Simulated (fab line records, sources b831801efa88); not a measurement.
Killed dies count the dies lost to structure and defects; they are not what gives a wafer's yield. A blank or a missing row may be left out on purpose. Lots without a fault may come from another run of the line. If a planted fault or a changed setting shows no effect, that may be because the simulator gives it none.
Problem report in the 8D (eight disciplines) form, filled by code || flow gf180mcu || the parts of the form that need people (team, actions taken, sign-off) are left out

1. WHAT WENT WRONG
HV_LDD_RS at GF_HV_LDD_RS_MEAS_53 reads a mean of 404.7 ohm/sq on 6 wafers of 2 lots; wafers without a fault read 418.4 ohm/sq with a standard deviation of 0.96. That puts it -14 standard deviations away from the usual mean.
The step: measures by four-point-probe.
First seen on wafer L534.1, day 15 10:04, on film metro-04. The record holds 39 wafers of 13 lots with a number at this step. The rule behind "out" and "out of limits": a value lying over 4 standard deviations away from the usual mean. All remaining wafers that have a number are taken as sound.

2. WHAT THIS IS AND IS NOT
{"question": "which readings at this step", "is": "HV_LDD_RS", "is not": "-"}
{"question": "which lots", "is": "L534, L536", "is not": "L527, L528, L529, L530, L535, L541, L543, L545, L546, L547, L548"}
{"question": "which wafers of those lots", "is": "all that have a number", "is not": "-"}
{"question": "read on which gauges", "is": "film metro-04", "is not": "film metro-01, film metro-03"}
{"question": "when", "is": "from day 15 10:04", "is not": "up to then (12 sound wafers); but 21 sound wafers of L535, L541, L543, L545, L546, L547, L548 came after"}

3. THE SUSPECTS, EACH WITH WHAT RULES IT OUT
Counting: a tool stays on the suspect list if, at a process step up to the reading, it processed all lots that are out and no sound lot following the first of them.
- ruled out: the gauge at GF_HV_LDD_RS_MEAS_53. All the wafers that are out were read on film metro-04, but those of them that GF_HV_LDD_IMPLANT_35 has rows for are out there too, on other tools.
- implanter-01 at GF_HV_LDD_IMPLANT_35: ruled out as a lasting fault. Sound lots L545, L548 ran on it after its first lot that is out, L534 (day 14 11:16).
- plasma asher-04 at GF_HV_LDD_STRIP_37 (strips in O2/N2): ruled out as a lasting fault. Sound lots L545, L546, L548 ran on it after its first lot that is out, L534 (day 14 11:34).
Left after counting: nothing in the record.

4. THE CAUSE (what the simulator had put in)
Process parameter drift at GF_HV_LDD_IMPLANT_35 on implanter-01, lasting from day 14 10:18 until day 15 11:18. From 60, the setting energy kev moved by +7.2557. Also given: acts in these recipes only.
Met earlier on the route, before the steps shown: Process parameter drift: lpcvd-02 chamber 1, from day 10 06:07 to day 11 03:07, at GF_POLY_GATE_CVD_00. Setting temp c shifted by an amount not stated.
It was ruled out by counting, in error; the rule expects a fault to strike all lots run on its tool from its start on, and this fault did not.

5. SEQUENCE OF EFFECTS, ordered by route
Each row: a reading whose mean over the struck wafers that have a number lies more than 3 standard deviations from the usual. Scope: only readings with a usual standard deviation given in the record; hours: median across lots of the time from each lot's start at the first step in this table that gives one to its start at this step; sigmas: change in usual standard deviations.
{"hours": 0, "step": "GF_HV_LDD_IMPLANT_35", "reading": "beam energy keV", "usual": 60.002, "on struck wafers": 67.262, "change": "+7.260", "sigmas": "+99 or more"}
{"hours": 23, "step": "GF_HV_LDD_RS_MEAS_53", "reading": "HV_LDD_RS", "usual": "418.4 ohm/sq", "on struck wafers": 404.7, "change": -13.7, "sigmas": -14}
Process steps it contains:
- GF_HV_LDD_IMPLANT_35

6. HOW IT WOULD HAVE BEEN CAUGHT EARLIER
The first out-of-limits reading at a measuring or inspecting step in this record came at day 15 10:04, 24 hours after the fault's start at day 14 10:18.
Tool's own readings at GF_HV_LDD_IMPLANT_35, beam energy keV: out on all struck wafers the step has rows for; an alarm limit on them would have tripped on the first.
